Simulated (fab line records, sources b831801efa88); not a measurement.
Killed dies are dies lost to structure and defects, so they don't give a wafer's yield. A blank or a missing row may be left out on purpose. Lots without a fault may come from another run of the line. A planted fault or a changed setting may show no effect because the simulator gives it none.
Which tool did it? | flow sky130 | 12 lots, 36 wafers sampled, at 4 steps of a route of 708

WHAT THE GAUGES READ, wafer by wafer
SKY_CAP2M_THK_MEAS_01.
lot  | measured     | on            | CAP2M_CVD_00_THK (nm)
L107 | day 38 09:51 | film_metro-02 | 15.51 15.73 15.70
L110 | day 41 05:06 | film_metro-02 | 15.29 15.47 15.66
L114 | day 42 08:07 | film_metro-02 | 15.67 15.55 15.56
L116 | day 42 23:37 | film_metro-04 | 15.23 15.43 15.66
L117 | day 43 06:04 | film_metro-01 | 15.41 15.70 15.56
L122 | day 45 02:14 | film_metro-01 | 15.23 15.68 15.35
L121 | day 45 04:41 | film_metro-01 | 15.04 15.40 15.53
L124 | day 45 06:40 | film_metro-04 | 15.03 15.14 15.36
L127 | day 45 20:40 | film_metro-02 | 15.22 15.49 15.40
L128 | day 46 12:02 | film_metro-01 | 15.25 15.27 15.66
L129 | day 46 14:24 | film_metro-04 | 15.30 15.80 15.67
L130 | day 46 18:32 | film_metro-04 | 15.01 15.42 15.60

WHICH TOOL RAN EACH LOT (tool, then ch and the chambers of the sampled wafers, then the start)
lot  | SKY_VIA3_ETCH_14                   | SKY_VIA3_SPUTTER_20          | SKY_CAP2M_CVD_00
L107 | rie_diel-04 ch 2,3, day 38 08:19   | pvd_sputter-04, day 38 09:01 | pecvd-01 ch 0,1,2, day 38 09:50
L110 | rie_diel-04 ch 0,1,3, day 41 03:32 | pvd_sputter-04, day 41 04:16 | pecvd-03 ch 0,1,2, day 41 05:05
L114 | rie_diel-04 ch 1,2,3, day 42 06:31 | pvd_sputter-04, day 42 07:16 | pecvd-04 ch 0,1,2, day 42 08:05
L116 | rie_diel-01 ch 0,1, day 42 22:01   | pvd_sputter-01, day 42 22:47 | pecvd-01 ch 1,2, day 42 23:36
L117 | rie_diel-01 ch 1,2, day 43 04:25   | pvd_sputter-01, day 43 05:13 | pecvd-03 ch 1,2, day 43 06:02
L122 | rie_diel-01 ch 1,3, day 45 00:41   | pvd_sputter-01, day 45 01:22 | pecvd-03 ch 0,1,2, day 45 02:11
L121 | rie_diel-01 ch 2,3, day 45 03:10   | pvd_sputter-03, day 45 03:51 | pecvd-03 ch 0,2, day 45 04:40
L124 | rie_diel-01 ch 0,1,3, day 45 05:07 | pvd_sputter-01, day 45 05:48 | pecvd-04 ch 0,1, day 45 06:38
L127 | rie_diel-02 ch 0,1,3, day 45 19:08 | pvd_sputter-01, day 45 19:49 | pecvd-03 ch 1,2, day 45 20:38
L128 | rie_diel-02 ch 0,1,3, day 46 10:28 | pvd_sputter-01, day 46 11:11 | pecvd-03 ch 1,2, day 46 12:00
L129 | rie_diel-02 ch 0,2,3, day 46 12:52 | pvd_sputter-01, day 46 13:34 | pecvd-04 ch 0,1, day 46 14:23
L130 | rie_diel-04 ch 0,1,3, day 46 16:59 | pvd_sputter-01, day 46 17:40 | pecvd-03 ch 0,2, day 46 18:31
- SKY_VIA3_ETCH_14: etches BARC in N2/H2, stops on SiO2, time 45.9 s, target depth 60 nm.
- SKY_VIA3_SPUTTER_20: material TiN, target thk 20 nm, time 80 s.
- SKY_CAP2M_CVD_00: deposits SiO2, target thk 15.5 nm.

WHAT THE TOOLS THEMSELVES READ (means of the sampled wafers that have a number; where no wafer has one, the mark that the record gives instead)
SKY_VIA3_ETCH_14.
lot  | tool        | bias_w (W) | drypump_motor_current_A (A) | oes_product_au (a.u.) | rf_fwd_power_W (W) | throttle_valve_pct (%)
L107 | rie_diel-04 | 99.7       | 6.3                         | 0.856                 | 494.3              | 13.236
L110 | rie_diel-04 | 100.2      | 6.0                         | 0.862                 | 494.3              | 13.238
L114 | rie_diel-04 | 100.1      | 5.9                         | 0.851                 | 493.5              | 13.232
L116 | rie_diel-01 | 99.8       | 5.2                         | 0.857                 | 495.7              | 13.214
L117 | rie_diel-01 | 99.6       | 5.8                         | 0.859                 | 495.1              | 13.227
L122 | rie_diel-01 | 102.4      | 6.0                         | 0.852                 | 496.1              | 13.224
L121 | rie_diel-01 | 102.7      | 6.4                         | 0.855                 | 493.3              | 13.226
L124 | rie_diel-01 | 102.6      | 5.6                         | 0.853                 | 496.1              | 13.217
L127 | rie_diel-02 | 100.0      | 5.7                         | 0.856                 | 493.8              | 13.222
L128 | rie_diel-02 | 100.1      | 5.7                         | 0.855                 | 494.3              | 13.212
L129 | rie_diel-02 | 99.8       | 5.5                         | 0.855                 | 493.7              | 13.228
L130 | rie_diel-04 | 100.1      | 6.0                         | 0.857                 | 492.7              | 13.222

SKY_VIA3_SPUTTER_20.
lot  | tool           | throttle_valve_pct (%)
L107 | pvd_sputter-04 | 30.2
L110 | pvd_sputter-04 | 30.0
L114 | pvd_sputter-04 | 30.0
L116 | pvd_sputter-01 | 30.3
L117 | pvd_sputter-01 | 31.9
L122 | pvd_sputter-01 | 31.2
L121 | pvd_sputter-03 | 29.9
L124 | pvd_sputter-01 | 30.5
L127 | pvd_sputter-01 | 30.6
L128 | pvd_sputter-01 | 31.9
L129 | pvd_sputter-01 | 30.5
L130 | pvd_sputter-01 | 30.5

SKY_CAP2M_CVD_00.
lot  | tool     | heater_power_w (W) | rf_fwd_power_W (W)
L107 | pecvd-01 | 740                | 440.0
L110 | pecvd-03 | 802                | 441.7
L114 | pecvd-04 | 689                | 439.3
L116 | pecvd-01 | 838                | 440.9
L117 | pecvd-03 | 786                | 440.7
L122 | pecvd-03 | 727                | 440.9
L121 | pecvd-03 | 857                | 438.2
L124 | pecvd-04 | 724                | 439.6
L127 | pecvd-03 | 710                | 442.7
L128 | pecvd-03 | 779                | 440.6
L129 | pecvd-04 | 662                | 438.5
L130 | pecvd-03 | 815                | 438.8

THE ANSWER, worked out from the rows above alone
Rule: what is usual is taken from the lots themselves. Put in order of their means at a reading, lots are off if they are a third of the lots or fewer, leave a main group of 4 or more, and stand apart from it by a gap of 3 or more times the standard deviation of the main group's means; of several such gaps the widest counts. A main group whose means are all the same, to the digits that the tables above print for the reading, isn't used. A lot without any number at a reading at which 4 lots or more have one is off too. The other lots that the step has rows for count as sound. The gauges are gone through in route order, then the tools' own readings, and for those a lot's mean is taken as printed above. The first step at which some lot is off is used, and at that step the reading that is off furthest; a lot without a number counts as furthest.
Off: L122, L121, L124, at SKY_VIA3_ETCH_14 (bias_w). The main group: mean 99.9 W, standard deviation 0.2.
A tool fits if, at that step or a process step before it, it ran every lot that is off, and no sound lot after the first of them. One fits: rie_diel-01 at SKY_VIA3_ETCH_14. Its last sound lot is L117 (day 43 04:25), its first lot that is off L122 (day 45 00:41): a fault that began between those two fits.
The tool's own readings at SKY_VIA3_ETCH_14 bear it out: on the lots that are off they differ by more than 5 times the standard deviation of the sound lots' means. bias_w reads 102.6 W there against 99.9 W on the sound lots.

WHAT THE SIMULATOR HAD PUT IN
Process parameter drift: rie_diel-01, from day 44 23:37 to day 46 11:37, at SKY_VIA3_ETCH_14. Setting bias_w, moved by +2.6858, from 100. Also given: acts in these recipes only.
Lots struck among those shown: L122, L121, L124. The rule above found the same.
